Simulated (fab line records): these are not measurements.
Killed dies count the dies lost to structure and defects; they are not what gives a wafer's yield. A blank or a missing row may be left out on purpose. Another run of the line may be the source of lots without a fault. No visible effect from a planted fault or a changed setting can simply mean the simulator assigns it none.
Which tool was responsible? || flow gf180mcu || at 1 step of a route of 602, 7 lots with 21 wafers sampled

== WHAT EACH GAUGE READ, for each wafer ==
GF_V4_CD_MEAS_14 targets a cd of 260 nm.
{"lot": "L490", "measured": "day 25 05:04", "on": "cd-sem-01", "cd-nm (nm)": "258.5 258.7 258.9"}
{"lot": "L492", "measured": "day 25 18:32", "on": "cd-sem-02", "cd-nm (nm)": "260.1 260.8 258.8"}
{"lot": "L500", "measured": "day 28 05:01", "on": "cd-sem-02", "cd-nm (nm)": "261.2 260.1 260.3"}
{"lot": "L502", "measured": "day 28 19:41", "on": "cd-sem-01", "cd-nm (nm)": "258.7 259.1 258.6"}
{"lot": "L506", "measured": "day 29 20:13", "on": "cd-sem-01", "cd-nm (nm)": "261.2 260.0 260.4"}
{"lot": "L508", "measured": "day 30 11:07", "on": "cd-sem-02", "cd-nm (nm)": "259.5 260.5 261.7"}
{"lot": "L512", "measured": "day 31 09:22", "on": "cd-sem-01", "cd-nm (nm)": "258.5 259.1 257.2"}

== WHAT TOOL EACH LOT RAN ON (gives the tool, then ch and the chambers of the sampled wafers, and finally the start) ==
There is no process step in the record ahead of these readings.

== THE ANSWER, worked out from the rows above alone ==
Rule: usual is defined by the lots themselves. Put in order of their means at a reading, lots are off if they are a third of the lots or fewer, leave a main group of 4 or more, and stand apart from it by a gap of 3 or more times the standard deviation of the main group's means; of several such gaps the widest counts. A main group is skipped when, at the precision printed for the reading in the tables above, its means are all equal. A lot without any number at a reading at which 4 lots or more have one is off too. The other lots that the step has rows for count as sound.
None of the lots is off at any reading shown; this tells nothing.

== WHAT THE SIMULATOR PUT IN ==
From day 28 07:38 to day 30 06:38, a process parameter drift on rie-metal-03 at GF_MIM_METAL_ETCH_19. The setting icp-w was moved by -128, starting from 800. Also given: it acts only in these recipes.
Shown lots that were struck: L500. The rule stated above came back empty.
